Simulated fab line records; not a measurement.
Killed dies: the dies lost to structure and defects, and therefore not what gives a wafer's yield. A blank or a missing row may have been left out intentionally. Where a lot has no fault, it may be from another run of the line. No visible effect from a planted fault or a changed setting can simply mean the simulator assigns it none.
fab line records -- flow sky130
record lots=5, wafers=15, lastDay=50
route steps=708 shown PAD_OPEN@701
lots with no fault: from the same line, run without faults
startH: start of the lot's first displayed wafer, in hours after the record's first day -- waitH: hours elapsed since this lot's preceding step -- " the same as in the row above -- L1.1+2: a single row standing in for several wafers -- - value missing, or start not given -- * or withheld: withheld -- < > ~ a bound
route shown NAME@n: NAME is a module with steps in the file, n the number in the route of the first one -- usual: the fault-free wafers' mean and standard deviation -- same: alike in all rows -- chamber/n: place in a boat -- sites: readings site by site -- _std_site: standard deviation of those values -- _edge_site: the outer-site mean with the inner-site mean subtracted -- radiusMm: for every site, how far away it sits from the centre of the wafer -- mask NAME#n: copy n -- behind: the most recent tool/chamber to have shaped the wafer -- hold: what put the lot on hold/how long, in hours/how the hold closed -- device: the n, p or np transistor that did not switch -- end of line: the route-end tests of the same wafers -- for a step that has no rows: nothing shown but its recipe -- killed: the dies lost at the first sort to structure and to defects; this is not the yield of the wafer -- map: shows each die of a wafer: x if killed, . if not, _ if none is there
set.NAME: the setting as run; set.NAME@STEP: as run at that earlier step -- model.NAME: the simulator's own value behind a step, which no gauge read
certain route steps with their lots: each step a table, each wafer a row
services: when a tool's chamber went out of use (startH, in hours from the record's first day, below 0 if earlier), for how many hours, and the reason
## steps
# step SKY_PAD_OPEN_ETCH_07
# recipe chemistry=CF4/O2, targetDepthNm=725, stopOn=AlCu, sourceW=786.8, biasW=150, pressureMtorr=150, cf4FlowSccm=80, O2_flow_sccm=10, timeS=161.1
# usual drypumpMotorCurrentA=6.0/0.37, oesProductAu=0.974/0.0066, rfFwdPowerW=784.0/2.3, throttleValvePct=5.963/0.0097
# same timeS=161.1
lot.wafer,tool,chamber,startH,waitH,drypumpMotorCurrentA,oesProductAu,rfFwdPowerW,rfHoursCounterH,throttleValvePct
L077.1,rieDiel-02,0,1095.06,-,5.2,0.977,779.5,10,5.958
L077.2,rieDiel-02,3,1095.06,-,5.5,0.982,782.5,7,5.964
L077.3,rieDiel-02,2,1095.06,-,6.0,0.966,788.5,27,5.973
L079.1,rieDiel-02,3,1100.19,-,5.5,0.958,787.9,7,5.953
L079.2,rieDiel-02,0,1100.19,-,5.2,0.970,784.7,11,5.964
L079.3,rieDiel-02,2,1100.19,-,6.1,0.967,789.6,27,5.962
L080.2,rieDiel-04,0,1102.13,-,5.9,0.974,783.3,15,5.963
L080.4,rieDiel-04,0,1102.13,-,5.9,0.989,786.6,-,5.978
L080.5,rieDiel-04,1,1102.13,-,6.3,0.974,784.3,-,5.953
L087.1,rieDiel-04,1,1149.86,-,6.3,0.967,785.1,26,5.971
L087.2,rieDiel-04,3,1149.86,-,6.3,0.976,782.8,1,5.982
L087.4,rieDiel-04,0,1149.86,-,5.9,0.977,784.9,17,5.960
L095.1,rieDiel-03,0,1186.23,-,6.3,0.965,787.7,14,5.972
L095.2,rieDiel-03,3,1186.23,-,6.0,0.973,783.2,9,5.971
L095.4,rieDiel-03,2,1186.23,-,5.7,0.977,785.1,25,5.972
# step SKY_PAD_OPEN_STRIP_08
# recipe chemistry=O2/N2, powerW=1400, pressureMtorr=1500, platenTempC=withheld, overashFraction=0.7, o2FlowSccm=3000, n2FlowSccm=300
# usual drypumpMotorCurrentA=5.8/0.42, o2FlowSccm=2999/8.6, oesProductAu=0.664/0.0053, stripTimeToEndpointS=37.03/0.11
lot.wafer,tool,chamber,startH,waitH,drypumpMotorCurrentA,o2FlowSccm,oesProductAu,rfHoursCounterH,stripTimeToEndpointS
L077.1,plasmaAsher-04,0,1095.17,0.1,5.6,2991,0.674,3,37.00
L077.2,plasmaAsher-04,1,1095.17,0.1,6.3,3021,0.666,3,37.07
L077.3,plasmaAsher-04,1,1095.17,0.1,6.4,3008,0.660,-,36.93
L079.1,plasmaAsher-04,1,1100.30,0.1,6.3,2999,0.664,4,37.10
L079.2,plasmaAsher-04,0,1100.30,0.1,5.6,2999,0.664,4,37.18
L079.3,plasmaAsher-04,1,1100.30,0.1,6.4,2996,0.664,-,37.23
L080.2,plasmaAsher-04,0,1102.24,0.1,5.6,3002,0.662,4,36.91
L080.4,plasmaAsher-04,1,1102.24,0.1,6.3,3010,0.668,-,36.89
L080.5,plasmaAsher-04,0,1102.24,0.1,5.6,3006,0.660,-,36.94
L087.1,plasmaAsher-04,0,1149.97,0.1,5.6,2987,0.657,8,37.06
L087.2,plasmaAsher-04,1,1149.97,0.1,6.3,3007,0.662,8,37.11
L087.4,plasmaAsher-04,0,1149.97,0.1,5.6,2996,0.662,-,37.22
L095.1,plasmaAsher-04,1,1186.34,0.1,6.3,3008,0.668,12,37.01
L095.2,plasmaAsher-04,0,1186.34,0.1,5.6,2996,0.669,12,37.02
L095.4,plasmaAsher-04,0,1186.34,0.1,5.6,3004,0.672,-,36.93
# step SKY_PAD_OPEN_STRIP_09
# recipe chemistry=postEtchResidueRemover, timeS=1200, tempC=72.5
# same timeS=1200
lot.wafer,tool,chamber,startH,waitH
L077.1+2+3,wetBench-03,0,1095.27,0.1
L079.1+2+3,wetBench-02,0,1100.40,0.1
L080.2+4+5,wetBench-03,1,1102.34,0.1
L087.1+2+4,wetBench-02,2,1150.07,0.1
L095.1+2+4,wetBench-04,2,1186.48,0.1
# step SKY_PAD_OPEN_CLEAN_10
# recipe chemistry=IPA, timeS=180, tempC=25
# same timeS=180
lot.wafer,tool,chamber,startH,waitH
L077.1+2+3,wetBench-02,2,1095.61,0.0
L079.1+2+3,wetBench-02,0,1100.74,0.0
L080.2+4+5,wetBench-03,2,1102.71,0.0
L087.1+2+4,wetBench-04,1,1150.44,0.0
L095.1+2+4,wetBench-02,0,1186.82,0.0
# step SKY_PAD_OPEN_CLEAN_11
# recipe chemistry=O3/DIW, dry=n2Spin
lot.wafer,tool,chamber,startH,waitH
L077.1+2+3,wetBench-03,3,1095.67,0.0
L079.1+2+3,wetBench-02,0,1100.80,0.0
L080.2+4+5,wetBench-02,3,1102.77,0.0
L087.1+2+4,wetBench-02,1,1150.50,0.0
L095.1+2+4,wetBench-04,0,1186.88,0.0
# step SKY_PAD_OPEN_ANNEAL_12
# recipe tempC=400, timeS=withheld, ambient=N2/H2, idleTempC=300, rampUpCPerMin=8, rampDownCPerMin=4
# usual spikeTcTopC=426.0/2.2
lot.wafer,tool,chamber,startH,waitH,spikeTcTopC
L077.1,furnace-01,0,1095.77,0.0,429.9
L077.2,furnace-01,0,1095.77,0.0,426.9
L077.3,furnace-01,0,1095.77,0.0,428.0
L079.1,furnace-01,0,1100.89,0.0,430.0
L079.2,furnace-01,0,1100.89,0.0,428.3
L079.3,furnace-01,0,1100.89,0.0,428.7
L080.2,furnace-02,0,1102.86,0.0,423.1
L080.4,furnace-02,0,1102.86,0.0,424.7
L080.5,furnace-02,0,1102.86,0.0,423.4
L087.1,furnace-01,0,1150.59,0.0,427.2
L087.2,furnace-01,0,1150.59,0.0,427.9
L087.4,furnace-01,0,1150.59,0.0,428.5
L095.1,furnace-01,0,1186.97,0.0,427.5
L095.2,furnace-01,0,1186.97,0.0,426.8
L095.4,furnace-01,0,1186.97,0.0,428.4
# step SKY_PAD_OPEN_BOW_MEAS_13
# recipe mode=bow
# usual PAD_OPEN_BOW=47/9.4
lot.wafer,tool,chamber,startH,waitH,PAD_OPEN_BOW[um]
L077.1,filmMetro-04,-,1097.27,-,43
L077.2,filmMetro-04,-,1097.27,-,32
L077.3,filmMetro-04,-,1097.27,-,48
L079.1,filmMetro-04,-,1102.39,-,45
L079.2,filmMetro-04,-,1102.39,-,42
L079.3,filmMetro-04,-,1102.39,-,34
L080.2,filmMetro-01,-,1104.38,-,51
L080.4,filmMetro-01,-,1104.38,-,49
L080.5,filmMetro-01,-,1104.38,-,57
L087.1,filmMetro-02,-,1152.09,-,42
L087.2,filmMetro-02,-,1152.09,-,58
L087.4,filmMetro-02,-,1152.09,-,48
L095.1,filmMetro-01,-,1188.47,-,54
L095.2,filmMetro-01,-,1188.47,-,35
L095.4,filmMetro-01,-,1188.47,-,42
# step SKY_PAD_OPEN_PROBE_99
# usual defectLimitedYield=82.2/1.7, killed_at_M0_to_M3=44/6.3, killed_at_M4_up=3.1/2, killedAtContacts=24/4.8, killedAtFrontEnd=15/4.6, killedAtOther=0.2/0.51, killedDies=87/8.4, killedOpen=48/6.4, killedShort=39/5.9, sort_bin_3_pad_short=0.9/0.41, sort_bin_5_function=10.5/1.4, sort_bin_6_memory=6.3/1.1, sortNPass=405/8.4, sortYieldPct=82.2/1.7
# same grossDies=492, killedAtBackSide=0, sort_bin_4_leakage[%]=0, sort_bin_8_speed[%]=0
lot.wafer,tool,chamber,startH,waitH,defectLimitedYield[%],killed_at_M0_to_M3,killed_at_M4_up,killedAtContacts,killedAtFrontEnd,killedAtOther,killedDies,killedOpen,killedShort,sort_bin_3_pad_short[%],sort_bin_5_function[%],sort_bin_6_memory[%],sortNPass,sortYieldPct[%]
L079.1,prober-01,-,1102.51,0.1,84.3,38,2,23,14,0,77,41,36,1.0,7.9,6.7,415,84.3
L079.2,prober-01,-,1102.56,0.1,83.7,44,4,26,6,0,80,37,43,1.0,9.6,5.7,412,83.7
L079.3,prober-01,-,1102.61,0.2,79.7,49,2,24,25,0,100,54,46,0.6,12.0,7.7,392,79.7
# killed by level:class
L079.1 VIA1:geometricParticle:open=10 METAL2:geometricParticle:short=9 POLY_GATE:geometricParticle:open=7 CONTACT:geometricParticle:open=6 CONTACT:geometricParticle:short=5 LI_CONTACT:geometricParticle:open=5 VIA3:geometricParticle:open=5 METAL1:geometricParticle:short=4
L079.2 VIA3:geometricParticle:open=10 VIA1:geometricParticle:open=8 LOCAL_INTERCONNECT:geometricParticle:short=7 CONTACT:geometricParticle:open=7 VIA1:geometricParticle:short=6 LI_CONTACT:geometricParticle:short=5 CONTACT:geometricParticle:short=5 METAL2:geometricParticle:short=5
L079.3 VIA1:geometricParticle:open=16 POLY_GATE:geometricParticle:open=7 CONTACT:geometricParticle:open=7 POLY_GATE:geometricParticle:short=6 CONTACT:geometricParticle:short=6 METAL2:geometricParticle:short=6 LI_CONTACT:geometricParticle:open=5 METAL1:geometricParticle:short=5
## services
tool,chamber,startH,hours,kind
furnace-01,-,1078.44,2.9,pm
rieDiel-03,0,1094.16,14.0,repair
rieDiel-04,2,1098.02,5.8,repair
rieDiel-04,3,1105.44,2.9,repair
rieDiel-04,3,1108.34,-,clean
rieDiel-04,3,1108.34,14.8,scheduledDown
rieDiel-04,3,1108.34,14.8,ventCycle
rieDiel-02,-,1124.93,14.6,pm
rieDiel-03,-,1139.64,1.5,repair
rieDiel-02,0,1142.84,2.6,repair
furnace-02,-,1145.99,4.8,pm
rieDiel-02,-,1177.95,2.8,pm
## key
fault none
